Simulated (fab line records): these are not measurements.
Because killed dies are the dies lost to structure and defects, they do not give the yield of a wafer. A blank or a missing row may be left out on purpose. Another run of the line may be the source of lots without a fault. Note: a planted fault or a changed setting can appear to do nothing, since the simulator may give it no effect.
What tool caused it?	flow gf180mcu	36 wafers from 12 lots sampled at 5 of the route's 602 steps

WHAT THE GAUGES SHOWED, per wafer
GF_HV_LDD_CD_MEAS_31: the cd target is 400 nm. Usual: cd_nm reads 400.7 nm (standard deviation 2).
lot	measured	on	cd_nm (nm)	flag
L757	day 11 12:13	cd_sem-01	396.6 398.1 398.1	
L758	day 11 21:12	cd_sem-01	398.8 399.4 399.3	
L763	day 13 10:25	cd_sem-02	402.0 397.4 399.5	
L765	day 14 07:58	cd_sem-01	397.1 400.2 399.6	
L766	day 14 18:18	cd_sem-02	404.6 402.9 402.6	
L767	day 14 22:23	cd_sem-02	401.8 399.7 399.2	
L768	day 15 01:24	cd_sem-02	402.1 399.6 400.2	
L776	day 17 20:46	cd_sem-01	400.9 401.6 399.9	
L777	day 18 04:02	cd_sem-01	401.5 403.9 404.2	
L778	day 18 09:53	cd_sem-02	402.0 404.3 403.5	
L779	day 18 15:00	cd_sem-01	397.7 398.5 398.6	
L780	day 19 07:40	cd_sem-02	399.1 400.4 402.5	

GF_PSD_RS_MEAS_14: uses a four-point probe to measure. Usual: NSD_RS typically reads 46.15 ohm/sq, with standard deviation 0.11.
lot	measured	on	NSD_RS (ohm/sq)	flag
L757	day 14 03:46	film_metro-02	46.16 46.11 46.09	
L758	day 14 13:05	film_metro-02	46.08 46.13 46.21	
L763	day 16 04:52	film_metro-04	46.30 46.31 46.27	
L765	day 17 06:28	film_metro-03	46.16 46.13 46.11	
L766	day 17 17:33	film_metro-03	41.80 41.74 41.75 41.78 41.80 41.77	OFF
L767	day 17 22:00	film_metro-03	45.99 45.94 45.98	
L768	day 18 00:58	film_metro-04	42.02 42.06 42.04 42.05 42.07 41.96	OFF
L776	day 21 02:55	film_metro-04	46.28 46.31 46.34	
L777	day 21 09:49	film_metro-02	46.13 46.04 46.06	
L778	day 21 14:46	film_metro-04	46.04 46.21 46.19	
L779	day 21 20:33	film_metro-04	46.20 46.22 46.16	
L780	day 22 12:19	film_metro-02	46.07 45.99 46.08	

GF_PSD_RS_MEAS_15: uses a four-point probe to measure. Usual: PSD_RS typically reads 108.59 ohm/sq, with standard deviation 0.28.
lot	measured	on	PSD_RS (ohm/sq)	flag
L757	day 14 03:53	film_metro-02	108.55 108.63 108.30	
L758	day 14 13:13	film_metro-02	108.35 108.25 108.61	
L763	day 16 04:59	film_metro-04	108.78 108.96 108.89	
L765	day 17 06:35	film_metro-03	108.46 108.34 108.41	
L766	day 17 21:32	film_metro-03	100.72 100.60 100.90 100.54 100.97 100.75	OFF
L767	day 17 22:07	film_metro-03	108.27 108.16 108.37	
L768	day 18 03:57	film_metro-04	100.82 101.02 100.94 100.76 101.38 101.06	OFF
L776	day 21 03:02	film_metro-04	109.04 108.87 109.13	
L777	day 21 09:56	film_metro-02	108.21 108.25 108.32	
L778	day 21 14:53	film_metro-04	108.81 108.56 108.69	
L779	day 21 20:40	film_metro-04	108.99 108.89 108.94	
L780	day 22 12:26	film_metro-02	108.21 108.23 108.34	

GF_SAB_CD_MEAS_09: the cd target is 420 nm. Usual: cd_nm reads 419.9 nm (standard deviation 2.6).
lot	measured	on	cd_nm (nm)	flag
L757	day 15 00:22	cd_sem-02	422.7 422.5 423.9	
L758	day 15 10:20	cd_sem-01	420.8 418.2 416.9	
L763	day 17 03:15	cd_sem-02	418.8 420.4 420.0	
L765	day 18 06:31	cd_sem-01	420.6 419.7 419.6	
L766	day 18 17:19	cd_sem-02	423.8 425.3 423.6	
L767	day 18 21:56	cd_sem-02	419.2 420.1 417.3	
L768	day 19 01:16	cd_sem-02	418.7 418.7 419.1	
L776	day 22 02:43	cd_sem-02	421.2 419.8 418.1	
L777	day 22 09:05	cd_sem-02	424.5 424.5 425.0	
L778	day 22 14:02	cd_sem-02	417.2 417.6 418.1	
L779	day 22 18:49	cd_sem-02	417.0 416.9 415.7	
L780	day 23 14:19	cd_sem-02	423.0 424.2 424.9	

EACH LOT AND THE TOOL THAT RAN IT (in order: tool; ch and the chambers of the sampled wafers; start)
lot	GF_PSD_RTA_13
L757	rtp_anneal-02 ch 0, day 14 03:40
L758	rtp_anneal-02 ch 0, day 14 12:59
L763	rtp_anneal-02 ch 0, day 16 04:47
L765	rtp_anneal-02 ch 0, day 17 06:22
L766	rtp_anneal-02 ch 0, day 17 17:28
L767	rtp_anneal-01 ch 0, day 17 21:54
L768	rtp_anneal-02 ch 0, day 18 00:53
L776	rtp_anneal-02 ch 0, day 21 02:50
L777	rtp_anneal-02 ch 0, day 21 09:44
L778	rtp_anneal-02 ch 0, day 21 14:41
L779	rtp_anneal-01 ch 0, day 21 20:28
L780	rtp_anneal-02 ch 0, day 22 12:14
- GF_PSD_RTA_13: time 20 s.

WHAT THE TOOLS THEMSELVES READ (means of the sampled wafers that have a number; where no wafer has one, the mark that the record gives instead)
GF_PSD_RTA_13. Usual: lamp_power_pct 36.2 %, standard deviation 0.7; run_length_s 48.6 s, standard deviation 0.46; wafer_temp_C_max 1029.1, standard deviation 1.5.
lot	tool	lamp_power_pct (%)	run_length_s (s)	wafer_temp_C_max	flag
L757	rtp_anneal-02	36.7	48.5	1027.4	
L758	rtp_anneal-02	36.6	48.8	1028.3	
L763	rtp_anneal-02	36.7	48.3	1027.6	
L765	rtp_anneal-02	36.7	48.4	1028.1	
L766	rtp_anneal-02	36.7	72.5	1028.5	OFF
L767	rtp_anneal-01	35.2	48.6	1030.5	
L768	rtp_anneal-02	36.6	72.5	1028.4	OFF
L776	rtp_anneal-02	36.7	48.5	1027.9	
L777	rtp_anneal-02	36.7	48.6	1027.8	
L778	rtp_anneal-02	36.7	48.4	1028.3	
L779	rtp_anneal-01	35.2	48.7	1030.0	
L780	rtp_anneal-02	36.6	48.5	1027.8	

THE ANSWER, worked out from the rows above alone
Rule: a lot counts as off when the mean over its wafers that have a number is more than 3 standard deviations away from the usual mean. A lot without any number at a reading at which 4 lots or more have one is off too. Any other lot the step has rows for is counted as sound. After the gauges, taken in route order, come the tools' own readings; for these a lot's mean is taken, as printed above. At the first step where some lot is off, the reading lying furthest off is the one used; lots without a number count as furthest.
Off: L766, L768, seen at GF_PSD_RS_MEAS_14 (NSD_RS).
If a tool, at a process step before that reading, ran all the lots that are off and no sound lot after the first of them, it fits. The gauges at GF_PSD_RS_MEAS_14 aren't tried: what is off there is off at GF_PSD_RTA_13 too, on other tools, and a gauge's error can't cause that. No candidate that was tried fits.

WHAT THE SIMULATOR PUT IN
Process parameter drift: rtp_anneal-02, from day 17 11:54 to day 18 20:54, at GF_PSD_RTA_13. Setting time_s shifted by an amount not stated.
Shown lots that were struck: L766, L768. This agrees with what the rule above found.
